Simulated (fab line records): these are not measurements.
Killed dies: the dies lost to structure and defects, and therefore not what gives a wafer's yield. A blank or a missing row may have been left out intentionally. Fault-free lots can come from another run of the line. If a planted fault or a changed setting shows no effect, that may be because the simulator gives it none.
Which tool is to blame?    flow sky130    12 lots with 36 wafers sampled at 5 steps, on a route of 708 steps

## WHAT THE GAUGES READ, wafer by wafer
SKY_VT_ADJUST_LVTN_OVL_MEAS_07.
lot   measured      on          VT_ADJUST_LVTN_OVL (nm)
L303  day 7 13:28   overlay-02  -1.7 0.3 0.3
L305  day 8 03:48   overlay-01  -1.8 -1.2 1.1
L310  day 9 08:49   overlay-01  1.2 0.6 1.6
L311  day 9 22:26   overlay-02  -1.4 -0.5 -2.1
L312  day 10 04:16  overlay-01  2.9 0.3 0.6
L313  day 10 10:41  overlay-02  2.4 -0.2 1.3
L314  day 10 15:40  overlay-01  3.1 2.2 2.1
L316  day 11 04:20  overlay-01  1.6 0.8 -1.4
L317  day 11 11:21  overlay-02  -0.9 0.3 -0.7
L320  day 12 01:08  overlay-01  -2.7 -1.6 -1.3
L322  day 12 12:44  overlay-02  0.5 -0.8 0.4
L323  day 12 21:01  overlay-02  0.9 -0.3 -1.2

SKY_GATE_OXIDE_TW_MEAS_14.
lot   measured      on             GATE_OXIDE_TW
L303  day 14 19:06  film_metro-01  222.4 224.3 222.9
L305  day 15 09:52  film_metro-03  226.1 223.9 225.2
L310  day 16 22:28  film_metro-03  224.3 224.4 224.1
L311  day 17 20:41  film_metro-03  224.5 223.0 225.2
L312  day 18 00:52  film_metro-02  220.5 220.1 220.4
L313  day 18 09:22  film_metro-01  221.9 222.4 223.5
L314  day 18 15:43  film_metro-01  221.8 222.4 223.2
L316  day 19 08:12  film_metro-03  224.3 223.3 223.0
L317  day 19 22:30  film_metro-01  214.0 213.3 213.5
L320  day 20 13:13  film_metro-02  220.2 219.9 221.1
L322  day 21 03:08  film_metro-01  213.9 213.3 213.2
L323  day 21 15:43  film_metro-01  222.0 220.3 222.8

## WHICH TOOL RAN EACH LOT (tool, then ch and the chambers of the sampled wafers, then the start)
lot   SKY_NWELL_RTA_28                  SKY_VT_ADJUST_LVTN_STRIP_09           SKY_GATE_OXIDE_IMPLANT_11
L303  rtp_anneal-01 ch 0, day 5 22:10   plasma_asher-02 ch 0,1, day 7 13:38   implanter-04 ch 0, day 14 18:44
L305  rtp_anneal-01 ch 0, day 6 11:57   plasma_asher-03 ch 0,1, day 8 04:01   implanter-01 ch 0, day 15 09:32
L310  rtp_anneal-02 ch 0, day 7 15:29   plasma_asher-03 ch 0,1, day 9 08:59   implanter-04 ch 0, day 16 22:08
L311  rtp_anneal-01 ch 0, day 8 03:09   plasma_asher-02 ch 0,1, day 9 22:38   implanter-01 ch 0, day 17 20:22
L312  rtp_anneal-02 ch 0, day 8 09:00   plasma_asher-03 ch 0,1, day 10 04:28  implanter-04 ch 0, day 18 00:31
L313  rtp_anneal-01 ch 0, day 8 15:16   plasma_asher-01 ch 0,1, day 10 10:53  implanter-01 ch 0, day 18 09:04
L314  rtp_anneal-02 ch 0, day 8 20:58   plasma_asher-01 ch 0,1, day 10 15:52  implanter-03 ch 0, day 18 15:22
L316  rtp_anneal-01 ch 0, day 9 07:32   plasma_asher-03 ch 0,1, day 11 04:31  implanter-01 ch 0, day 19 07:52
L317  rtp_anneal-02 ch 0, day 9 14:10   plasma_asher-02 ch 1, day 11 11:32    implanter-01 ch 0, day 19 22:07
L320  rtp_anneal-02 ch 0, day 10 03:31  plasma_asher-01 ch 0,1, day 12 01:19  implanter-04 ch 0, day 20 12:52
L322  rtp_anneal-02 ch 0, day 10 13:32  plasma_asher-01 ch 0,1, day 12 12:56  implanter-01 ch 0, day 21 02:49
L323  rtp_anneal-01 ch 0, day 10 21:14  plasma_asher-01 ch 0,1, day 12 21:11  implanter-04 ch 0, day 21 15:23
- SKY_NWELL_RTA_28: time 30 s.
- SKY_VT_ADJUST_LVTN_STRIP_09: strips in O2/N2.
- SKY_GATE_OXIDE_IMPLANT_11

## WHAT THE TOOLS THEMSELVES READ (means of the sampled wafers that have a number; where no wafer has one, the mark that the record gives instead)
SKY_NWELL_RTA_28.
lot   tool           lamp_power_pct (%)  wafer_temp_C_max
L303  rtp_anneal-01  25.30               1054.4
L305  rtp_anneal-01  25.28               1055.4
L310  rtp_anneal-02  25.32               1055.5
L311  rtp_anneal-01  25.33               1054.4
L312  rtp_anneal-02  25.28               1055.7
L313  rtp_anneal-01  25.37               1055.7
L314  rtp_anneal-02  25.34               1055.9
L316  rtp_anneal-01  25.31               1056.0
L317  rtp_anneal-02  25.34               1055.3
L320  rtp_anneal-02  25.36               1056.1
L322  rtp_anneal-02  25.35               1054.7
L323  rtp_anneal-01  25.29               1055.4

SKY_VT_ADJUST_LVTN_STRIP_09.
lot   tool             drypump_motor_current_A (A)  o2_flow_sccm (sccm)  oes_product_au (a.u.)  strip_time_to_endpoint_s (s)
L303  plasma_asher-02  5.50                         2996                 0.724                  37.01
L305  plasma_asher-03  5.33                         3001                 0.724                  37.06
L310  plasma_asher-03  5.62                         3000                 0.723                  36.90
L311  plasma_asher-02  5.38                         3003                 0.724                  36.86
L312  plasma_asher-03  5.33                         2997                 0.728                  37.03
L313  plasma_asher-01  5.69                         3004                 0.722                  36.95
L314  plasma_asher-01  5.69                         2994                 0.722                  37.05
L316  plasma_asher-03  5.61                         3009                 0.723                  36.86
L317  plasma_asher-02  5.25                         3007                 0.722                  36.92
L320  plasma_asher-01  5.67                         3005                 0.726                  37.06
L322  plasma_asher-01  5.69                         3008                 0.720                  37.11
L323  plasma_asher-01  5.68                         3008                 0.723                  37.09

SKY_GATE_OXIDE_IMPLANT_11.
lot   tool          beam_energy_keV  end_station_pressure_torr (Torr)
L303  implanter-04  9.999            4.78e-06
L305  implanter-01  10.003           4.95e-06
L310  implanter-04  9.999            5.03e-06
L311  implanter-01  10.004           5.01e-06
L312  implanter-04  10.002           5.09e-06
L313  implanter-01  10.003           4.95e-06
L314  implanter-03  9.999            4.83e-06
L316  implanter-01  9.999            5.27e-06
L317  implanter-01  8.369            5.00e-06
L320  implanter-04  10.004           5.10e-06
L322  implanter-01  8.368            5.02e-06
L323  implanter-04  10.003           4.82e-06

## THE ANSWER, worked out from the rows above alone
Rule: the usual values come from the lots themselves. Put in order of their means at a reading, lots are off if they are a third of the lots or fewer, leave a main group of 4 or more, and stand apart from it by a gap of 3 or more times the standard deviation of the main group's means; of several such gaps the widest counts. The tables above print the reading to a certain number of digits; a main group whose means all agree to those digits is not used. Also off: a lot with no number at a reading for which 4 or more lots have one. Any other lot the step has rows for is counted as sound. First the gauges in route order, then the tools' own readings, where a lot's mean is used as printed above. At the first step where some lot is off, the reading lying furthest off is the one used; lots without a number count as furthest.
Off: L317, L322, seen at SKY_GATE_OXIDE_TW_MEAS_14 (GATE_OXIDE_TW). Mean 222.8 and standard deviation 1.5 in the main group.
If a tool, at a process step before that reading, ran all the lots that are off and no sound lot after the first of them, it fits. Not tried: the gauges at SKY_GATE_OXIDE_TW_MEAS_14; whatever is off there is also off at SKY_GATE_OXIDE_IMPLANT_11, on other tools, and gauge error can't account for it. One fits: SKY_GATE_OXIDE_IMPLANT_11 on implanter-01. A fault onset in the window from L316 (day 19 07:52, its last sound lot) to L317 (day 19 22:07, its first lot off) fits.
The tool's own readings at SKY_GATE_OXIDE_IMPLANT_11 bear it out: on the lots that are off they differ by more than 5 times the standard deviation of the sound lots' means. beam_energy_keV reads 8.369 there against 10.002 on the sound lots.

## WHAT THE SIMULATOR HAD PUT IN
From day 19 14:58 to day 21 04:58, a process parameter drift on implanter-01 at SKY_GATE_OXIDE_IMPLANT_11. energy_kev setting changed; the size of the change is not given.
Lots struck among those shown: L317, L322. This agrees with what the rule above found.
